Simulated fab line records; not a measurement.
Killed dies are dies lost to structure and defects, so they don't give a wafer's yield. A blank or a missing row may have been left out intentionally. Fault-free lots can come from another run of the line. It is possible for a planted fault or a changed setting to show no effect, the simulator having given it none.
Problem report in the 8D (eight disciplines) form, filled by code || flow gf180mcu || the parts of the form that need people (team, actions taken, sign-off) are left out

## 1. THE ISSUE
Wafers without a fault read 36.99 s, standard deviation 0.092; strip_time_to_endpoint_s at GF_DNWELL_STRIP_08 reads a mean of 30.32 s on 4 wafers belonging to 2 lots. That puts it -73 standard deviations away from the usual mean.
The step: strips in O2/N2.
First seen on wafer L337.2, day 6 01:51, on plasma_asher-01. The record holds 39 wafers of 13 lots with a number at this step. The rule behind "out" and "out of limits": a value lying over 4 standard deviations away from the usual mean. All remaining wafers that have a number are taken as sound.

## 2. WHAT THIS IS AND IS NOT
{"question": "which readings at this step", "is": "strip_time_to_endpoint_s, oes_product_au, platen_temp_c", "is not": "drypump_motor_current_A, heater_power_w"}
{"question": "which lots", "is": "L337, L339", "is not": "L322, L324, L325, L328, L330, L331, L332, L335, L342, L344, L345"}
{"question": "which wafers of those lots", "is": "L337.2, L337.3, L339.3, L339.6", "is not": "L337.4, L339.5"}
{"question": "read on which tools", "is": "plasma_asher-01", "is not": "plasma_asher-03, plasma_asher-04"}
{"question": "when", "is": "from day 6 01:51", "is not": "up to then (25 sound wafers); but 10 sound wafers of L339, L342, L344, L345 came after"}

## 3. WHAT RULES OUT EACH SUSPECT
Counting: if a tool at a process step up to the reading ran every lot that is out, it stays a suspect. Sound lots after the first of them don't rule it out here, since some wafers of a struck lot are sound.
- plasma_asher-01 at GF_DNWELL_STRIP_08 (strips in O2/N2): kept. It processed each lot that is out (first: L337, day 6 01:51); up to then, its last sound lot is L335 (day 5 16:01). Its own oes_product_au, platen_temp_c, strip_time_to_endpoint_s readings are out on those wafers.
- Within plasma_asher-01 at GF_DNWELL_STRIP_08, the wafers that are out were processed in chamber 0 and their sound lot-mates in chamber 1.
The count leaves plasma_asher-01 at GF_DNWELL_STRIP_08.

## 4. THE CAUSE (what the simulator had put in)
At GF_DNWELL_STRIP_08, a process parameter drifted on plasma_asher-01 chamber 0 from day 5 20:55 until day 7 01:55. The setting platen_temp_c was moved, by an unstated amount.
After counting, this tool was the only one left.

## 5. THE CHAIN OF EFFECTS, in route order
Each row: a reading where the mean over the struck wafers with a number is more than 3 standard deviations away from the usual. Scope: only readings with a usual standard deviation given in the record; hours: median across lots of the time from each lot's start at the first step in this table that gives one to its start at this step; sigmas: change in usual standard deviations.
{"hours": 0, "step": "GF_DNWELL_STRIP_08", "reading": "oes_product_au", "usual": "0.722 a.u.", "on struck wafers": 0.828, "change": "+0.106", "sigmas": "+23"}
{"hours": 0, "step": "GF_DNWELL_STRIP_08", "reading": "platen_temp_c", "usual": "250.03 C", "on struck wafers": 261.14, "change": "+11.11", "sigmas": "+58"}
{"hours": 0, "step": "GF_DNWELL_STRIP_08", "reading": "strip_time_to_endpoint_s", "usual": "36.99 s", "on struck wafers": 30.32, "change": -6.67, "sigmas": -73}
Here are the process steps it includes:
- GF_DNWELL_STRIP_08: strips in O2/N2.
At these later measuring or inspecting steps, every struck wafer for which the step has a row has a number for every such reading, and none has moved that far: GF_LVPWELL_TW_MEAS_11, GF_VT_IMPLANT_OVL_MEAS_40.

## 6. HOW IT WOULD HAVE BEEN CAUGHT EARLIER
5 hours passed between the start of the fault at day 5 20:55 and the first reading out of limits in this record, taken at day 6 01:51.
